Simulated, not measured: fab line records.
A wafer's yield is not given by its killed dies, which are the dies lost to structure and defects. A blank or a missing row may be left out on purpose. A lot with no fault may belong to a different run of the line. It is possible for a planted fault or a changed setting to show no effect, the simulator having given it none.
fab line records | flow gf180mcu
[record] lots = 13 wafers = 38 last-day = 34
route steps=602 shown HV_LDD@231 NSD@242 PSD@261 SALICIDE@281
lots untouched by any fault: they come from a run of this same line in which no faults occurred
start-h: start of the lot's first displayed wafer, in hours after the record's first day | wait-h: how many hours have passed since the lot's step before this one | " repeats the value in the row above | L1.1+2: a row that stands for several wafers | - no value, or no start given | * or withheld: withheld | < > ~ a bound
route shown NAME@n: names a module that has steps shown in the file, with the first one's number in the route | usual: average and standard deviation across the fault-free wafers | same: alike in all rows | chamber/n: place in a boat | sites: each site's reading | _std_site: standard deviation across them | _edge_site: outer sites' mean less inner sites' | radius-mm: how far each site lies from the wafer's centre | mask NAME#n: copy n | behind: the most recent tool/chamber to have shaped the wafer | hold: why the lot went on hold/how many hours it stayed there/how the hold came to an end | device: which transistor (n, p or np) failed to switch | end of line: the tests these same wafers got at the end of their route | a step with no rows: only its recipe | killed: at the first sort, the dies lost to defects and structure; wafer yield is something else | map: a wafer's dies, x killed, . not, _ none there
set.NAME: the run value of the setting; set.NAME@STEP: its run value at that earlier step | model.NAME: the simulator's own value behind a step, which no gauge read
route steps across a sampled set of lots; one table per step, one row per wafer
services: when a tool's chamber went out of use (start-h, in hours from the record's first day, below 0 if earlier), for how many hours, and the reason
[[steps]]
[step GF_HV_LDD_THK_MEAS_55]
[recipe] reads = SiO2_of_HV_LDD_CVD_54
[usual] HV_LDD_CVD_54_THK = 9.96/0.13
// columns lot.wafer tool chamber start-h wait-h HV_LDD_CVD_54_THK[nm]
L898.1 film-metro-03 - 264.71 0.0 10.17
L898.2 " - " " 10.08
L898.6 " - " " 10.06
L899.2 film-metro-03 - 289.72 0.0 9.93
L899.3 " - " " 9.98
L899.4 " - " " 10.22
L900.1 film-metro-01 - 304.52 0.0 10.18
L900.2 " - " " 10.01
L900.3 " - " " 10.09
L901.1 film-metro-04 - 306.56 0.0 9.97
L901.3 " - " " 9.99
L901.5 " - " " 9.94
L903.1 film-metro-03 - 330.46 0.0 9.75
L903.5 " - " " 9.72
L905.3 film-metro-04 - 334.15 0.0 10.01
L905.5 " - " " 9.97
L905.6 " - " " 9.96
L904.1 film-metro-03 - 334.95 0.0 10.10
L904.2 " - " " 10.05
L904.3 " - " " 10.08
L913.1 film-metro-01 - 405.45 0.0 9.87
L913.2 " - " " 9.89
L913.6 " - " " 9.87
L914.1 film-metro-03 - 407.45 0.0 9.90
L914.3 " - " " 9.91
L914.6 " - " " 9.86
L916.4 film-metro-01 - 427.44 0.0 9.93
L916.5 " - " " 9.87
L916.6 " - " " 10.02
L918.1 film-metro-04 - 438.95 0.0 10.17
L918.3 " - " " 10.08
L918.4 " - " " 10.02
L919.2 film-metro-01 - 450.86 0.0 10.03
L919.4 " - " " 10.04
L919.6 " - " " 9.95
L921.1 film-metro-03 - 460.10 0.0 9.96
L921.4 " - " " 9.73
L921.6 " - " " 9.88
[step GF_NSD_CD_MEAS_07]
[recipe] target-cd-nm = 400
[usual] cd-nm = 400.2/2
// columns lot.wafer tool chamber start-h wait-h cd-nm
L898.1 cd-sem-01 - 285.12 0.1 401.4
L898.2 " - " " 398.5
L898.6 " - " " 401.0
L899.2 cd-sem-01 - 311.55 0.1 397.1
L899.3 " - " " 399.3
L899.4 " - " " 397.4
L900.1 cd-sem-01 - 326.23 0.1 397.1
L900.2 " - " " 398.3
L900.3 " - " " 397.9
L901.1 cd-sem-01 - 328.33 0.1 401.7
L901.3 " - " " 400.0
L901.5 " - " " 401.5
L903.1 cd-sem-02 - 353.03 0.1 399.9
L903.5 " - " " 400.8
L905.3 cd-sem-02 - 357.37 0.1 395.7
L905.5 " - " " 399.7
L905.6 " - " " 399.6
L904.1 cd-sem-02 - 357.97 0.1 398.3
L904.2 " - " " 401.1
L904.3 " - " " 401.9
L913.1 cd-sem-02 - 431.12 0.1 401.9
L913.2 " - " " 399.8
L913.6 " - " " 401.8
L914.1 cd-sem-02 - 433.05 0.1 397.0
L914.3 " - " " 398.3
L914.6 " - " " 396.1
L916.4 cd-sem-02 - 453.88 0.1 399.4
L916.5 " - " " 398.7
L916.6 " - " " 400.7
L918.1 cd-sem-01 - 465.08 0.1 400.3
L918.3 " - " " 398.7
L918.4 " - " " 399.7
L919.2 cd-sem-01 - 477.22 0.2 404.4
L919.4 " - " " 404.5
L919.6 " - " " 405.1
L921.1 cd-sem-01 - 485.67 0.1 402.3
L921.4 " - " " 402.1
L921.6 " - " " 399.5
[step GF_PSD_RTA_13]
[recipe] temp-c = 1025 time-s = 20 ambient = N2
[usual] lamp-power-pct = 32.8/0.97 run-length-s = 48.7/0.63 wafer_temp_C_max = 1028.7/1
// columns lot.wafer tool chamber start-h wait-h lamp-power-pct run-length-s wafer_temp_C_max
L898.1 rtp-anneal-02 0 305.39 0.0 34.7 48.5 1031.2
L898.2 " 0 " " 34.6 48.4 1029.2
L898.6 " 0 " " 34.6 48.8 1028.9
L899.2 rtp-anneal-01 0 333.26 0.0 32.3 48.6 1029.2
L899.3 " 0 " " 32.3 48.8 1028.4
L899.4 " 0 " " 32.3 48.5 1028.7
L900.1 rtp-anneal-01 0 348.95 0.0 32.2 49.0 1028.0
L900.2 " 0 " " 32.3 48.6 1027.4
L900.3 " 0 " " 32.3 48.9 1028.4
L901.1 rtp-anneal-01 0 350.25 0.0 32.3 48.7 1029.0
L901.3 " 0 " " 32.2 48.6 1028.7
L901.5 " 0 " " 32.3 48.4 1028.1
L903.1 rtp-anneal-01 0 375.76 0.0 32.3 72.4 1028.6
L903.5 " 0 " " 32.3 72.7 1028.5
L905.3 rtp-anneal-01 0 380.87 0.0 32.3 48.8 1029.2
L905.5 " 0 " " 32.3 72.3 1027.8
L905.6 " 0 " " 32.3 48.4 1028.0
L904.1 rtp-anneal-01 0 381.85 0.0 32.3 72.4 1029.3
L904.2 " 0 " " 32.3 48.3 1028.0
L904.3 " 0 " " 32.3 48.4 1027.5
L913.1 rtp-anneal-01 0 456.85 0.0 32.2 48.8 1028.0
L913.2 " 0 " " 32.3 48.5 1027.5
L913.6 " 0 " " 32.3 48.6 1027.2
L914.1 rtp-anneal-02 0 458.89 0.0 34.7 48.5 1032.5
L914.3 " 0 " " 34.7 48.8 1032.0
L914.6 " 0 " " 34.7 48.4 1028.8
L916.4 rtp-anneal-01 0 478.89 0.0 32.3 48.5 1029.7
L916.5 " 0 " " 32.2 48.4 1029.0
L916.6 " 0 " " 32.2 48.7 1029.0
L918.1 rtp-anneal-01 0 490.69 0.0 32.3 48.5 1027.7
L918.3 " 0 " " 32.3 48.4 1027.9
L918.4 " 0 " " 32.3 48.8 1028.1
L919.2 rtp-anneal-01 0 502.01 0.0 32.3 48.4 1028.2
L919.4 " 0 " " 32.3 48.5 1028.4
L919.6 " 0 " " 32.3 48.3 1027.2
L921.1 rtp-anneal-01 0 510.26 0.0 32.3 49.0 1030.6
L921.4 " 0 " " 32.3 48.3 1029.8
L921.6 " 0 " " 32.3 48.4 1029.1
[step GF_PSD_RS_MEAS_14]
[recipe] thk-meas-gauge = four-point-probe
[usual] NSD_RS = 46.10/0.077
// columns lot.wafer tool chamber start-h wait-h NSD_RS[ohm/sq]
L898.1 film-metro-02 - 305.48 0.1 46.14
L898.2 " - " " 46.16
L898.6 " - " " 46.19
L899.2 film-metro-01 - 333.35 0.1 46.15
L899.3 " - " " 45.96
L899.4 " - " " 46.07
L900.1 film-metro-02 - 349.03 0.1 45.96
L900.2 " - " " 46.14
L900.3 " - " " 46.14
L901.1 film-metro-03 - 350.33 0.1 46.05
L901.3 " - " " 46.02
L901.5 " - " " 46.23
L903.1 film-metro-01 - 375.84 0.1 41.90
L903.5 " - " " 41.83
L905.3 film-metro-01 - 380.96 0.1 46.13
L905.5 " - " " 41.75
L905.6 " - " " 45.97
L904.1 film-metro-03 - 381.93 0.1 41.90
L904.2 " - " " 46.26
L904.3 " - " " 46.20
L913.1 film-metro-03 - 456.93 0.1 46.09
L913.2 " - " " 46.12
L913.6 " - " " 46.22
L914.1 film-metro-02 - 458.97 0.1 46.19
L914.3 " - " " 46.11
L914.6 " - " " 46.12
L916.4 film-metro-03 - 478.99 0.1 46.15
L916.5 " - " " 46.17
L916.6 " - " " 46.13
L918.1 film-metro-02 - 490.78 0.1 46.15
L918.3 " - " " 46.10
L918.4 " - " " 46.16
L919.2 film-metro-02 - 502.10 0.1 46.01
L919.4 " - " " 45.97
L919.6 " - " " 46.05
L921.1 film-metro-03 - 510.34 0.1 46.00
L921.4 " - " " 45.98
L921.6 " - " " 46.00
[step GF_PSD_RS_MEAS_15]
[recipe] thk-meas-gauge = four-point-probe
[usual] PSD_RS = 108.50/0.24
// columns lot.wafer tool chamber start-h wait-h PSD_RS[ohm/sq]
L898.1 film-metro-02 - 305.60 0.1 108.31
L898.2 " - " " 108.50
L898.6 " - " " 108.40
L899.2 film-metro-01 - 333.47 0.1 108.40
L899.3 " - " " 108.46
L899.4 " - " " 108.37
L900.1 film-metro-02 - 349.15 0.1 108.43
L900.2 " - " " 108.43
L900.3 " - " " 108.60
L901.1 film-metro-03 - 350.45 0.1 108.61
L901.3 " - " " 108.46
L901.5 " - " " 108.43
L903.1 film-metro-01 - 375.96 0.1 100.87
L903.5 " - " " 100.57
L905.3 film-metro-01 - 381.08 0.1 108.44
L905.5 " - " " 100.46
L905.6 " - " " 108.06
L904.1 film-metro-03 - 382.05 0.1 101.22
L904.2 " - " " 109.07
L904.3 " - " " 109.00
L913.1 film-metro-03 - 457.05 0.1 108.62
L913.2 " - " " 108.45
L913.6 " - " " 108.73
L914.1 film-metro-02 - 459.09 0.1 108.48
L914.3 " - " " 108.72
L914.6 " - " " 108.68
L916.4 film-metro-03 - 479.11 0.1 108.06
L916.5 " - " " 108.52
L916.6 " - " " 108.77
L918.1 film-metro-02 - 490.90 0.1 108.35
L918.3 " - " " 108.61
L918.4 " - " " 108.19
L919.2 film-metro-02 - 502.22 0.1 108.12
L919.4 " - " " 107.88
L919.6 " - " " 108.04
L921.1 film-metro-03 - 510.46 0.1 108.36
L921.4 " - " " 107.99
L921.6 " - " " 108.44
[step GF_SALICIDE_SPUTTER_03]
[recipe] material = TiN target-thk-nm = 20 power-w = 6500 time-s = 16.7 chamber-pressure-pa = 0.4
[usual] throttle-valve-pct = 29.7/0.87
// columns lot.wafer tool chamber start-h wait-h throttle-valve-pct
L898.1 pvd-sputter-03 - 326.90 0.0 28.9
L898.2 " - " " 30.9
L898.6 " - " " 28.2
L899.2 pvd-sputter-04 - 356.12 0.0 29.1
L899.3 " - " " 29.7
L899.4 " - " " 30.2
L900.1 pvd-sputter-04 - 371.08 0.0 30.0
L900.2 " - " " 29.8
L900.3 " - " " 31.3
L901.1 pvd-sputter-03 - 373.37 0.0 29.4
L901.3 " - " " 30.8
L901.5 " - " " 29.4
L903.1 pvd-sputter-04 - 399.22 0.0 29.1
L903.5 " - " " 29.2
L905.3 pvd-sputter-01 - 405.12 0.0 29.3
L905.5 " - " " 29.3
L905.6 " - " " 30.5
L904.1 pvd-sputter-03 - 406.37 0.0 29.1
L904.2 " - " " 30.7
L904.3 " - " " 28.6
L913.1 pvd-sputter-01 - 481.81 0.0 30.3
L913.2 " - " " 28.7
L913.6 " - " " 29.5
L914.1 pvd-sputter-03 - 483.82 0.0 30.7
L914.3 " - " " 29.1
L914.6 " - " " 28.8
L916.4 pvd-sputter-01 - 503.46 0.0 28.9
L916.5 " - " " 30.0
L916.6 " - " " 28.9
L918.1 pvd-sputter-03 - 514.89 0.0 27.9
L918.3 " - " " 30.8
L918.4 " - " " 28.7
L919.2 pvd-sputter-03 - 526.46 0.0 30.7
L919.4 " - " " 28.1
L919.6 " - " " 28.8
L921.1 pvd-sputter-01 - 533.94 0.0 29.8
L921.4 " - " " 28.7
L921.6 " - " " 30.7
[[services]]
// columns tool chamber start-h hours kind
pvd-sputter-04 0 300.27 - consumable-replace:kit
pvd-sputter-04 0 300.27 18.0 scheduled-down
pvd-sputter-04 0 300.27 18.0 vent-cycle
rtp-anneal-02 - 312.56 94.3 pm
pvd-sputter-01 3 344.32 - consumable-replace:kit
pvd-sputter-01 3 344.32 18.0 scheduled-down
pvd-sputter-01 3 344.32 18.0 vent-cycle
pvd-sputter-01 - 369.77 4.6 repair
pvd-sputter-04 - 385.74 6.9 repair
pvd-sputter-03 0 386.64 - consumable-replace:kit
pvd-sputter-03 0 386.64 18.0 scheduled-down
pvd-sputter-03 0 386.64 18.0 vent-cycle
rtp-anneal-02 - 412.24 2.9 pm
pvd-sputter-01 - 413.65 0.5 repair
pvd-sputter-03 - 415.82 8.1 repair
rtp-anneal-02 - 423.72 0.8 repair
pvd-sputter-04 - 435.08 3.1 repair
pvd-sputter-01 - 474.95 6.7 repair
[[key]]
[first-sign] step = GF_PSD_RTA_13 reading = run-length-s direction = up sigmas = 38 usual = * struck = *
[effect] step = GF_PSD_RS_MEAS_14 reading = NSD_RS direction = down sigmas = 55 usual = 46.10 struck = 41.85
[effect] step = GF_PSD_RS_MEAS_15 reading = PSD_RS direction = down sigmas = 32 usual = 108.50 struck = 100.78
met-at GF_PSD_RTA_13
struck-lots L903,L904,L905
struck-wafers L903.1,L903.5,L904.1,L905.5
tester-left-out L903,L904,L905
not-acting-at GF_HV_LDD_THK_MEAS_55,GF_NSD_CD_MEAS_07,GF_SALICIDE_SPUTTER_03
onset-between 350.25 375.76
[fault] kind = process-parameter-drift tool = rtp-anneal-01 chamber = - onset-h = 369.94 steps = GF_PSD_RTA_13 channel = time-s offset = * shape = step end-h = 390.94 scope = struck-wafers-only acts-in = * stated = *
// tester-left-out: of these lots the tester's yield and bins aren't shown, on N5 and GAA mostly nor the transistor test; their killed dies are dies lost to structure and defects alone, not to doping, threshold or leakage, so they don't give the yield
